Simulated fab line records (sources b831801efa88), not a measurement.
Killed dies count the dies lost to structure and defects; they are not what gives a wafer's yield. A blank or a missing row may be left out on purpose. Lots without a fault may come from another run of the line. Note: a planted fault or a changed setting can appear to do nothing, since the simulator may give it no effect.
fab line records	flow sky130
record: lots: 24	wafers: 72	last_day: 50
route steps=708 shown VIA1@480 METAL3@532 CAPM@537
lots that met no fault: from a run of the same line without faults
start_h: hours from the record's opening day to when the first of the lot's shown wafers began	wait_h: hours since the lot's step before	" repeats the value in the row above	L1.1+2: a row that stands for several wafers	- value missing, or start not given	* or withheld: withheld	< > ~ a bound
route shown NAME@n: a module of which the file shows steps, and the number in the route of the first	usual: average and standard deviation across the fault-free wafers	same: alike in all rows	chamber/n: place in a boat	sites: readings site by site	_std_site: the standard deviation of these	_edge_site: the outer-site mean with the inner-site mean subtracted	radius_mm: how far each site lies from the wafer's centre	mask NAME#n: copy n	behind: tool/chamber where the wafer was last shaped	hold: the reason the lot was held/the length of the hold in hours/how it ended	device: the transistor (n, p or np) that didn't switch	end of line: the route-end tests of the same wafers	step lacking rows: just its recipe	killed: dies that structure and defects cost at the first sort, which is not the same as the wafer's yield	map: a wafer's dies, marking killed ones x, the rest . and places with no die _
set.NAME: the run value of the setting; set.NAME@STEP: its run value at that earlier step	model.NAME: the simulator's own value behind a step, which no gauge read
route steps across a sampled set of lots; one table per step, one row per wafer
services: the hour from which a tool's chamber was out of use, counted from the record's first day as start_h (under 0 if before that day), plus the number of hours and why
== steps ==
step: SKY_VIA1_RS_MEAS_22
recipe: thk_meas_gauge: four-point-probe	reads: W_of_VIA1_CVD_21+TiN_of_VIA1_SPUTTER_20
usual: VIA1_W_RS: 0.428/0.0055
lot.wafer	tool	chamber	start_h	wait_h	VIA1_W_RS[ohm/sq]
L074.3	film_metro-04	-	787.39	0.1	0.426
L074.4	"	-	"	"	0.428
L074.5	"	-	"	"	0.428
L075.3	film_metro-01	-	801.81	0.1	0.427
L075.4	"	-	"	"	0.428
L075.6	"	-	"	"	0.429
L076.1	film_metro-01	-	820.09	0.1	0.432
L076.2	"	-	"	"	0.429
L076.3	"	-	"	"	0.430
L077.2	film_metro-03	-	829.76	0.1	0.421
L077.4	"	-	"	"	0.431
L077.5	"	-	"	"	0.435
L079.4	film_metro-01	-	833.21	0.1	0.426
L079.5	"	-	"	"	0.429
L079.6	"	-	"	"	0.426
L078.2	film_metro-04	-	840.47	0.1	0.434
L078.3	"	-	"	"	0.430
L078.4	"	-	"	"	0.431
L080.2	film_metro-04	-	845.27	0.1	0.425
L080.5	"	-	"	"	0.429
L080.6	"	-	"	"	0.426
L081.2	film_metro-04	-	858.17	0.1	0.418
L081.4	"	-	"	"	0.426
L081.6	"	-	"	"	0.424
L082.3	film_metro-04	-	858.97	0.1	0.431
L082.5	"	-	"	"	0.429
L082.6	"	-	"	"	0.431
L083.3	film_metro-03	-	860.48	0.1	0.424
L083.5	"	-	"	"	0.419
L083.6	"	-	"	"	0.424
L084.1	film_metro-04	-	870.90	0.1	0.420
L084.4	"	-	"	"	0.425
L084.6	"	-	"	"	0.431
L085.2	film_metro-04	-	880.99	0.1	0.427
L085.3	"	-	"	"	0.429
L085.6	"	-	"	"	0.428
L086.3	film_metro-04	-	887.41	0.1	0.425
L086.5	"	-	"	"	0.428
L086.6	"	-	"	"	0.414
L087.2	film_metro-03	-	896.67	0.1	0.432
L087.3	"	-	"	"	0.428
L087.6	"	-	"	"	0.431
L089.3	film_metro-03	-	905.71	0.1	0.434
L089.5	"	-	"	"	0.433
L089.6	"	-	"	"	0.426
L088.1	film_metro-03	-	907.43	0.1	0.429
L088.2	"	-	"	"	0.420
L088.6	"	-	"	"	0.418
L090.1	film_metro-03	-	917.86	0.1	0.436
L090.3	"	-	"	"	0.433
L090.5	"	-	"	"	0.427
L091.1	film_metro-04	-	924.45	0.1	0.433
L091.2	"	-	"	"	0.432
L091.6	"	-	"	"	0.433
L092.1	film_metro-01	-	927.52	0.1	0.429
L092.4	"	-	"	"	0.429
L092.6	"	-	"	"	0.425
L093.2	film_metro-04	-	935.29	0.1	0.428
L093.4	"	-	"	"	0.436
L093.6	"	-	"	"	0.438
L094.2	film_metro-01	-	945.16	0.1	0.424
L094.5	"	-	"	"	0.424
L094.6	"	-	"	"	0.418
L095.2	film_metro-01	-	945.36	0.1	0.428
L095.5	"	-	"	"	0.419
L095.6	"	-	"	"	0.429
L096.1	film_metro-04	-	952.14	0.1	0.425
L096.2	"	-	"	"	0.435
L096.6	"	-	"	"	0.439
L097.1	film_metro-03	-	961.65	0.1	0.428
L097.5	"	-	"	"	0.420
L097.6	"	-	"	"	0.430
step: SKY_METAL3_SPUTTER_00
recipe: material: Ti	target_thk_nm: 15	power_w: 3000	time_s: 10	chamber_pressure_pa: 0.4
usual: chamber_pressure_pa: 0.4001/0.00084	throttle_valve_pct: 30.7/0.65
lot.wafer	tool	chamber	start_h	wait_h	chamber_pressure_pa	throttle_valve_pct
L074.3	pvd_sputter-04	-	843.22	0.1	0.4001	31.7
L074.4	"	-	"	"	0.3997	30.4
L074.5	"	-	"	"	0.4001	30.4
L075.3	pvd_sputter-04	-	857.53	0.2	0.4004	29.6
L075.4	"	-	"	"	0.4000	30.2
L075.6	"	-	"	"	0.3995	30.8
L076.1	pvd_sputter-04	-	876.05	0.2	0.4006	30.0
L076.2	"	-	"	"	0.3998	30.5
L076.3	"	-	"	"	0.4013	31.7
L077.2	pvd_sputter-01	-	884.43	0.1	0.3994	31.6
L077.4	"	-	"	"	0.4001	31.0
L077.5	"	-	"	"	0.3999	31.1
L079.4	pvd_sputter-04	-	888.94	0.2	0.3999	29.8
L079.5	"	-	"	"	0.3996	30.6
L079.6	"	-	"	"	0.3999	31.8
L078.2	pvd_sputter-02	-	896.06	0.2	0.4000	30.6
L078.3	"	-	"	"	0.3997	30.9
L078.4	"	-	"	"	0.4007	31.1
L080.2	pvd_sputter-04	-	900.01	0.1	0.4009	30.6
L080.5	"	-	"	"	0.4005	30.3
L080.6	"	-	"	"	0.4007	29.7
L081.2	pvd_sputter-04	-	912.97	0.1	0.4000	30.3
L081.4	"	-	"	"	0.4013	29.9
L081.6	"	-	"	"	0.4011	30.6
L082.3	pvd_sputter-02	-	913.26	0.2	0.3987	29.6
L082.5	"	-	"	"	0.3999	30.6
L082.6	"	-	"	"	0.3998	31.4
L083.3	pvd_sputter-04	-	914.72	0.1	0.4003	30.4
L083.5	"	-	"	"	0.3993	30.5
L083.6	"	-	"	"	0.3991	30.4
L084.1	pvd_sputter-02	-	925.31	0.1	0.3998	30.5
L084.4	"	-	"	"	0.4006	31.4
L084.6	"	-	"	"	0.4008	29.5
L085.2	pvd_sputter-02	-	935.44	0.1	0.3993	29.6
L085.3	"	-	"	"	0.4008	30.8
L085.6	"	-	"	"	0.4021	31.0
L086.3	pvd_sputter-01	-	940.95	0.2	0.4003	31.6
L086.5	"	-	"	"	0.4005	31.8
L086.6	"	-	"	"	0.4011	30.9
L087.2	pvd_sputter-04	-	949.58	0.2	0.4002	29.7
L087.3	"	-	"	"	0.3989	30.7
L087.6	"	-	"	"	0.4017	31.8
L089.3	pvd_sputter-02	-	957.51	0.2	0.3996	30.7
L089.5	"	-	"	"	0.3996	29.9
L089.6	"	-	"	"	0.3987	30.4
L088.1	pvd_sputter-02	-	960.54	0.1	0.4009	31.0
L088.2	"	-	"	"	0.4004	30.3
L088.6	"	-	"	"	0.3997	30.3
L090.1	pvd_sputter-02	-	969.79	0.2	0.4002	30.5
L090.3	"	-	"	"	0.3997	30.9
L090.5	"	-	"	"	0.3991	30.7
L091.1	pvd_sputter-04	-	976.76	0.1	0.3994	29.8
L091.2	"	-	"	"	0.3995	30.7
L091.6	"	-	"	"	0.3989	30.3
L092.1	pvd_sputter-04	-	979.61	0.1	0.4003	31.7
L092.4	"	-	"	"	0.4007	29.7
L092.6	"	-	"	"	0.3981	30.3
L093.2	pvd_sputter-04	-	986.83	0.1	0.3983	30.6
L093.4	"	-	"	"	0.4008	29.9
L093.6	"	-	"	"	0.3983	30.5
L094.2	pvd_sputter-01	-	996.86	0.1	0.4009	30.6
L094.5	"	-	"	"	0.4000	31.8
L094.6	"	-	"	"	0.3993	30.5
L095.2	pvd_sputter-04	-	997.76	0.2	0.4001	31.7
L095.5	"	-	"	"	0.4002	31.5
L095.6	"	-	"	"	0.4005	29.7
L096.1	pvd_sputter-01	-	1002.71	0.1	0.4002	31.5
L096.2	"	-	"	"	0.4003	30.7
L096.6	"	-	"	"	0.3993	31.6
L097.1	pvd_sputter-04	-	1012.78	0.1	0.3999	29.7
L097.5	"	-	"	"	0.3998	30.5
L097.6	"	-	"	"	0.4002	30.4
step: SKY_METAL3_SPUTTER_02
recipe: material: AlCu	target_thk_nm: 735	power_w: 10600	time_s: 39.1	chamber_pressure_pa: 0.4
usual: chamber_pressure_pa: 0.4002/0.00086	throttle_valve_pct: 30.7/0.65
lot.wafer	tool	chamber	start_h	wait_h	chamber_pressure_pa	throttle_valve_pct
L074.3	pvd_sputter-04	-	843.27	0.0	0.3992	31.4
L074.4	"	-	"	"	0.4007	30.5
L074.5	"	-	"	"	0.4003	30.4
L075.3	pvd_sputter-04	-	857.58	0.0	0.4007	29.8
L075.4	"	-	"	"	0.3996	30.2
L075.6	"	-	"	"	0.4010	30.8
L076.1	pvd_sputter-04	-	876.10	0.0	0.3992	30.2
L076.2	"	-	"	"	0.4019	30.5
L076.3	"	-	"	"	0.4013	31.3
L077.2	pvd_sputter-01	-	884.48	0.0	0.3991	31.6
L077.4	"	-	"	"	0.4024	31.1
L077.5	"	-	"	"	0.3995	31.2
L079.4	pvd_sputter-04	-	889.00	0.0	0.4003	29.8
L079.5	"	-	"	"	0.3989	30.3
L079.6	"	-	"	"	0.3994	31.5
L078.2	pvd_sputter-02	-	896.11	0.0	0.3999	30.3
L078.3	"	-	"	"	0.4000	31.2
L078.4	"	-	"	"	0.4010	30.9
L080.2	pvd_sputter-04	-	900.05	0.0	0.4005	30.2
L080.5	"	-	"	"	0.3994	30.4
L080.6	"	-	"	"	0.4014	29.9
L081.2	pvd_sputter-04	-	913.02	0.0	0.3999	30.1
L081.4	"	-	"	"	0.3992	29.8
L081.6	"	-	"	"	0.3999	30.2
L082.3	pvd_sputter-02	-	913.31	0.0	0.4002	29.7
L082.5	"	-	"	"	0.3994	30.8
L082.6	"	-	"	"	0.3999	31.2
L083.3	pvd_sputter-04	-	914.77	0.0	0.4003	30.5
L083.5	"	-	"	"	0.4000	30.3
L083.6	"	-	"	"	0.4002	30.5
L084.1	pvd_sputter-02	-	925.36	0.0	0.4006	30.6
L084.4	"	-	"	"	0.3984	31.1
L084.6	"	-	"	"	0.4007	29.3
L085.2	pvd_sputter-02	-	935.49	0.0	0.3997	29.3
L085.3	"	-	"	"	0.4002	31.0
L085.6	"	-	"	"	0.3988	30.9
L086.3	pvd_sputter-01	-	941.00	0.0	0.4003	31.6
L086.5	"	-	"	"	0.4011	31.5
L086.6	"	-	"	"	0.4013	30.7
L087.2	pvd_sputter-04	-	949.63	0.0	0.3994	30.0
L087.3	"	-	"	"	0.4006	30.3
L087.6	"	-	"	"	0.4005	31.5
L089.3	pvd_sputter-02	-	957.56	0.0	0.4011	30.8
L089.5	"	-	"	"	0.3999	29.7
L089.6	"	-	"	"	0.4001	30.6
L088.1	pvd_sputter-02	-	960.59	0.0	0.4009	31.0
L088.2	"	-	"	"	0.3990	30.4
L088.6	"	-	"	"	0.4005	30.5
L090.1	pvd_sputter-02	-	969.83	0.0	0.4027	30.5
L090.3	"	-	"	"	0.3999	31.4
L090.5	"	-	"	"	0.4011	30.7
L091.1	pvd_sputter-04	-	976.81	0.0	0.4001	29.7
L091.2	"	-	"	"	0.4011	30.3
L091.6	"	-	"	"	0.4003	30.4
L092.1	pvd_sputter-04	-	979.65	0.0	0.3987	31.5
L092.4	"	-	"	"	0.3999	29.9
L092.6	"	-	"	"	0.4024	30.5
L093.2	pvd_sputter-04	-	986.88	0.0	0.4007	30.6
L093.4	"	-	"	"	0.4004	29.7
L093.6	"	-	"	"	0.3999	30.7
L094.2	pvd_sputter-01	-	996.90	0.0	0.3999	30.8
L094.5	"	-	"	"	0.3989	31.4
L094.6	"	-	"	"	0.3995	30.7
L095.2	pvd_sputter-04	-	997.80	0.0	0.3997	31.5
L095.5	"	-	"	"	0.3994	31.5
L095.6	"	-	"	"	0.4005	29.7
L096.1	pvd_sputter-01	-	1002.75	0.0	0.4001	31.5
L096.2	"	-	"	"	0.4004	30.4
L096.6	"	-	"	"	0.4001	31.6
L097.1	pvd_sputter-04	-	1012.82	0.0	0.4005	29.7
L097.5	"	-	"	"	0.4014	30.1
L097.6	"	-	"	"	0.4008	30.4
step: SKY_CAPM_CVD_00
recipe: material: SiO2	target_thk_nm: 15.5	temp_c: 400	time_s: withheld	rf_w: 450
usual: heater_power_w: 704/95
lot.wafer	tool	chamber	start_h	wait_h	heater_power_w
L074.3	pecvd-02	0	843.39	0.0	841
L074.4	"	2	"	"	702
L074.5	"	2	"	"	693
L075.3	pecvd-02	1	857.70	0.0	793
L075.4	"	2	"	"	700
L075.6	"	1	"	"	823
L076.1	pecvd-02	2	876.21	0.0	683
L076.2	"	1	"	"	749
L076.3	"	0	"	"	697
L077.2	pecvd-01	2	884.59	0.0	729
L077.4	"	0	"	"	625
L077.5	"	2	"	"	727
L079.4	pecvd-01	2	889.10	0.0	756
L079.5	"	0	"	"	663
L079.6	"	1	"	"	789
L078.2	pecvd-03	1	896.22	0.0	740
L078.3	"	0	"	"	562
L078.4	"	1	"	"	722
L080.2	pecvd-01	0	900.16	0.0	621
L080.5	"	1	"	"	719
L080.6	"	2	"	"	694
L081.2	pecvd-03	0	913.13	0.0	517
L081.4	"	1	"	"	794
L081.6	"	0	"	"	523
L082.3	pecvd-02	1	913.42	0.0	801
L082.5	"	1	"	"	817
L082.6	"	2	"	"	724
L083.3	pecvd-03	0	914.88	0.0	483
L083.5	"	0	"	"	468
L083.6	"	1	"	"	790
L084.1	pecvd-03	1	925.47	0.0	736
L084.4	"	2	"	"	709
L084.6	"	1	"	"	733
L085.2	pecvd-02	1	935.59	0.0	736
L085.3	"	0	"	"	772
L085.6	"	1	"	"	749
L086.3	pecvd-03	2	941.11	0.0	634
L086.5	"	2	"	"	644
L086.6	"	1	"	"	782
L087.2	pecvd-02	1	949.74	0.0	726
L087.3	"	2	"	"	632
L087.6	"	2	"	"	638
L089.3	pecvd-02	1	957.67	0.0	854
L089.5	"	2	"	"	694
L089.6	"	1	"	"	823
L088.1	pecvd-01	1	960.69	0.0	678
L088.2	"	0	"	"	621
L088.6	"	1	"	"	663
L090.1	pecvd-01	0	969.94	0.0	582
L090.3	"	1	"	"	679
L090.5	"	1	"	"	688
L091.1	pecvd-02	0	976.91	0.0	749
L091.2	"	2	"	"	633
L091.6	"	2	"	"	634
L092.1	pecvd-03	1	979.76	0.0	666
L092.4	"	0	"	"	465
L092.6	"	2	"	"	618
L093.2	pecvd-03	1	986.98	0.0	801
L093.4	"	0	"	"	482
L093.6	"	2	"	"	705
L094.2	pecvd-01	2	997.01	0.0	840
L094.5	"	1	"	"	711
L094.6	"	2	"	"	836
L095.2	pecvd-02	1	997.91	0.0	838
L095.5	"	2	"	"	727
L095.6	"	0	"	"	760
L096.1	pecvd-03	2	1002.86	0.0	636
L096.2	"	0	"	"	523
L096.6	"	0	"	"	537
L097.1	pecvd-02	0	1012.93	0.0	771
L097.5	"	1	"	"	806
L097.6	"	2	"	"	731
step: SKY_CAPM_THK_MEAS_01
recipe: reads: SiO2_of_CAPM_CVD_00
usual: CAPM_CVD_00_THK: 15.54/0.21
lot.wafer	tool	chamber	start_h	wait_h	CAPM_CVD_00_THK[nm]
L074.3	film_metro-02	-	843.43	-	15.62
L074.4	"	-	"	"	15.96
L074.5	"	-	"	"	15.86
L075.3	film_metro-04	-	857.74	-	15.86
L075.4	"	-	"	"	16.08
L075.6	"	-	"	"	15.74
L076.1	film_metro-04	-	876.23	-	15.63
L076.2	"	-	"	"	15.25
L076.3	"	-	"	"	15.43
L077.2	film_metro-04	-	884.62	-	15.53
L077.4	"	-	"	"	15.68
L077.5	"	-	"	"	15.46
L079.4	film_metro-02	-	889.14	-	15.43
L079.5	"	-	"	"	15.56
L079.6	"	-	"	"	15.48
L078.2	film_metro-01	-	896.26	-	15.16
L078.3	"	-	"	"	15.26
L078.4	"	-	"	"	15.32
L080.2	film_metro-01	-	900.19	-	15.30
L080.5	"	-	"	"	15.33
L080.6	"	-	"	"	15.35
L081.2	film_metro-01	-	913.16	-	15.11
L081.4	"	-	"	"	15.47
L081.6	"	-	"	"	15.45
L082.3	film_metro-01	-	913.46	-	15.31
L082.5	"	-	"	"	15.66
L082.6	"	-	"	"	15.68
L083.3	film_metro-02	-	914.92	-	15.71
L083.5	"	-	"	"	15.80
L083.6	"	-	"	"	15.68
L084.1	film_metro-04	-	925.49	-	15.10
L084.4	"	-	"	"	15.50
L084.6	"	-	"	"	15.42
L085.2	film_metro-01	-	935.62	-	15.47
L085.3	"	-	"	"	15.44
L085.6	"	-	"	"	15.65
L086.3	film_metro-01	-	941.25	-	15.54
L086.5	"	-	"	"	15.82
L086.6	"	-	"	"	15.78
L087.2	film_metro-01	-	949.77	-	15.55
L087.3	"	-	"	"	15.60
L087.6	"	-	"	"	15.67
L089.3	film_metro-02	-	957.71	-	15.41
L089.5	"	-	"	"	15.68
L089.6	"	-	"	"	15.53
L088.1	film_metro-01	-	960.72	-	15.64
L088.2	"	-	"	"	15.53
L088.6	"	-	"	"	15.76
L090.1	film_metro-02	-	969.96	-	15.42
L090.3	"	-	"	"	15.53
L090.5	"	-	"	"	15.43
L091.1	film_metro-02	-	976.94	-	15.21
L091.2	"	-	"	"	15.02
L091.6	"	-	"	"	15.49
L092.1	film_metro-02	-	979.78	-	15.63
L092.4	"	-	"	"	16.18
L092.6	"	-	"	"	16.10
L093.2	film_metro-01	-	987.02	-	15.34
L093.4	"	-	"	"	15.71
L093.6	"	-	"	"	15.63
L094.2	film_metro-01	-	997.04	-	15.21
L094.5	"	-	"	"	15.53
L094.6	"	-	"	"	15.59
L095.2	film_metro-04	-	997.94	-	15.63
L095.5	"	-	"	"	15.91
L095.6	"	-	"	"	15.72
L096.1	film_metro-04	-	1002.88	-	15.58
L096.2	"	-	"	"	15.55
L096.6	"	-	"	"	15.79
L097.1	film_metro-02	-	1012.95	-	15.47
L097.5	"	-	"	"	15.61
L097.6	"	-	"	"	15.82
step: SKY_METAL3_DESCUM_15
recipe: chemistry: O2	source_power_w: 150	bias_power_w: 0	pressure_mtorr: 10	temp_c: 40	time_s: 8
usual: drypump_motor_current_A: 5.8/0.46	he_backside_leak_sccm: 3.33/0.21	oes_product_au: 0.996/0.0093
lot.wafer	tool	chamber	start_h	wait_h	drypump_motor_current_A	he_backside_leak_sccm	oes_product_au	rf_hours_counter_h
L074.3	rie_metal-01	1	895.48	0.0	6.6	3.34	0.985	-
L074.4	"	0	"	"	6.2	3.08	1.004	-
L074.5	"	0	"	"	6.2	3.21	0.995	-
L075.3	rie_metal-01	1	909.40	0.0	6.5	3.32	0.988	-
L075.4	"	0	"	"	6.2	3.61	0.986	-
L075.6	"	1	"	"	6.6	3.35	0.995	-
L076.1	rie_metal-01	0	926.94	0.0	6.2	3.60	0.992	15
L076.2	"	1	"	"	6.5	3.20	0.986	17
L076.3	"	1	"	"	6.6	3.19	0.997	-
L077.2	rie_metal-03	0	935.14	0.0	5.4	3.63	1.012	17
L077.4	"	0	"	"	5.4	3.67	1.012	-
L077.5	"	1	"	"	5.1	3.25	0.981	-
L079.4	rie_metal-03	1	939.65	0.0	5.1	3.09	0.985	-
L079.5	"	1	"	"	5.1	3.21	0.990	-
L079.6	"	0	"	"	5.4	3.56	1.006	-
L078.2	rie_metal-04	0	945.66	0.0	5.9	3.18	0.998	6
L078.3	"	0	"	"	5.9	3.31	0.987	-
L078.4	"	1	"	"	5.8	3.37	0.999	-
L080.2	rie_metal-03	1	950.96	0.0	5.1	3.09	0.987	14
L080.5	"	0	"	"	5.4	3.59	1.015	-
L080.6	"	1	"	"	5.1	3.14	0.991	-
L081.2	rie_metal-01	1	963.02	0.0	6.5	3.15	0.989	18
L081.4	"	0	"	"	6.2	3.46	0.987	-
L081.6	"	1	"	"	6.6	3.28	0.992	-
L082.3	rie_metal-03	0	963.75	0.0	5.4	3.74	1.021	-
L082.5	"	1	"	"	5.1	3.07	0.987	-
L082.6	"	0	"	"	5.4	3.69	1.017	-
L083.3	rie_metal-04	1	965.50	0.0	5.7	3.21	0.990	-
L083.5	"	1	"	"	5.8	3.37	0.983	-
L083.6	"	0	"	"	6.0	3.25	0.990	-
L084.1	rie_metal-04	1	975.62	0.0	5.8	3.36	0.989	10
L084.4	"	1	"	"	5.8	3.25	1.002	-
L084.6	"	0	"	"	6.0	3.22	0.997	-
L085.2	rie_metal-03	1	985.06	0.0	5.1	3.15	0.977	16
L085.3	"	1	"	"	5.1	2.92	0.985	-
L085.6	"	1	"	"	5.1	3.07	0.991	-
L086.3	rie_metal-04	0	990.43	0.0	6.0	3.21	0.996	-
L086.5	"	0	"	"	5.9	3.26	0.998	-
L086.6	"	1	"	"	5.9	3.56	0.992	-
L087.2	rie_metal-04	1	998.56	0.0	5.8	3.50	1.006	11
L087.3	"	1	"	"	5.8	3.39	1.000	-
L087.6	"	0	"	"	6.0	3.13	0.997	-
L089.3	rie_metal-04	0	1005.67	0.0	6.0	3.13	0.989	-
L089.5	"	0	"	"	6.0	3.18	0.988	-
L089.6	"	1	"	"	5.8	3.44	0.996	-
L088.1	rie_metal-03	0	1008.71	0.0	5.4	3.63	1.011	21
L088.2	"	1	"	"	5.1	3.24	0.992	17
L088.6	"	0	"	"	5.4	3.74	1.013	-
L090.1	rie_metal-04	1	1017.71	0.0	5.8	3.21	0.998	13
L090.3	"	1	"	"	5.8	3.45	0.995	-
L090.5	"	0	"	"	6.0	3.14	0.997	-
L091.1	rie_metal-04	1	1023.29	0.0	5.8	3.50	0.985	13
L091.2	"	0	"	"	6.0	3.32	0.984	10
L091.6	"	0	"	"	5.9	3.21	0.988	-
L092.1	rie_metal-03	1	1026.72	0.0	5.1	3.20	0.985	19
L092.4	"	0	"	"	5.4	3.54	0.998	-
L092.6	"	1	"	"	5.1	3.06	0.976	-
L093.2	rie_metal-03	0	1034.47	0.0	5.4	3.78	1.003	23
L093.4	"	0	"	"	5.4	3.61	1.003	-
L093.6	"	1	"	"	5.1	3.03	0.987	-
L094.2	rie_metal-04	1	1043.72	0.0	5.8	3.46	0.990	14
L094.5	"	0	"	"	6.0	3.27	1.001	-
L094.6	"	1	"	"	5.8	3.20	0.990	-
L095.2	rie_metal-01	1	1044.11	0.0	6.5	3.18	1.001	4
L095.5	"	1	"	"	6.5	3.35	1.002	-
L095.6	"	0	"	"	6.2	3.07	0.995	-
L096.1	rie_metal-01	1	1048.81	0.0	6.6	3.08	0.988	4
L096.2	"	0	"	"	6.1	3.45	0.987	22
L096.6	"	0	"	"	6.2	3.11	0.987	-
L097.1	rie_metal-03	0	1058.09	0.0	5.4	3.57	1.012	24
L097.5	"	1	"	"	5.1	2.99	0.989	-
L097.6	"	0	"	"	5.4	3.62	1.003	-
== services ==
tool	chamber	start_h	hours	kind
pecvd-03	-	827.13	1.2	repair
pecvd-01	0	839.65	11.5	repair
pvd_sputter-01	-	842.19	4.7	repair
pecvd-02	0	854.24	3.8	repair
pvd_sputter-04	3	886.68	-	consumable_replace:kit
pvd_sputter-04	3	886.68	18.0	scheduled_down
pvd_sputter-04	3	886.68	18.0	vent_cycle
rie_metal-01	-	887.68	2.8	pm
pvd_sputter-04	-	911.31	1.6	repair
pecvd-02	2	914.71	5.5	scheduled_down
pvd_sputter-02	1	954.68	-	consumable_replace:kit
pvd_sputter-02	1	954.68	18.0	scheduled_down
pvd_sputter-02	1	954.68	18.0	vent_cycle
pvd_sputter-02	-	955.71	0.5	repair
pecvd-02	-	965.65	0.9	repair
pecvd-02	2	1007.88	2.1	scheduled_down
pecvd-01	2	1024.73	3.6	repair
pvd_sputter-04	-	1033.47	8.0	repair
pvd_sputter-01	-	1036.14	4.4	repair
pecvd-02	0	1041.21	12.5	repair
pecvd-01	-	1043.14	2.2	repair
pvd_sputter-04	2	1057.14	-	consumable_replace:kit
pvd_sputter-04	2	1057.14	18.0	scheduled_down
pvd_sputter-04	2	1057.14	18.0	vent_cycle
== key ==
fault none
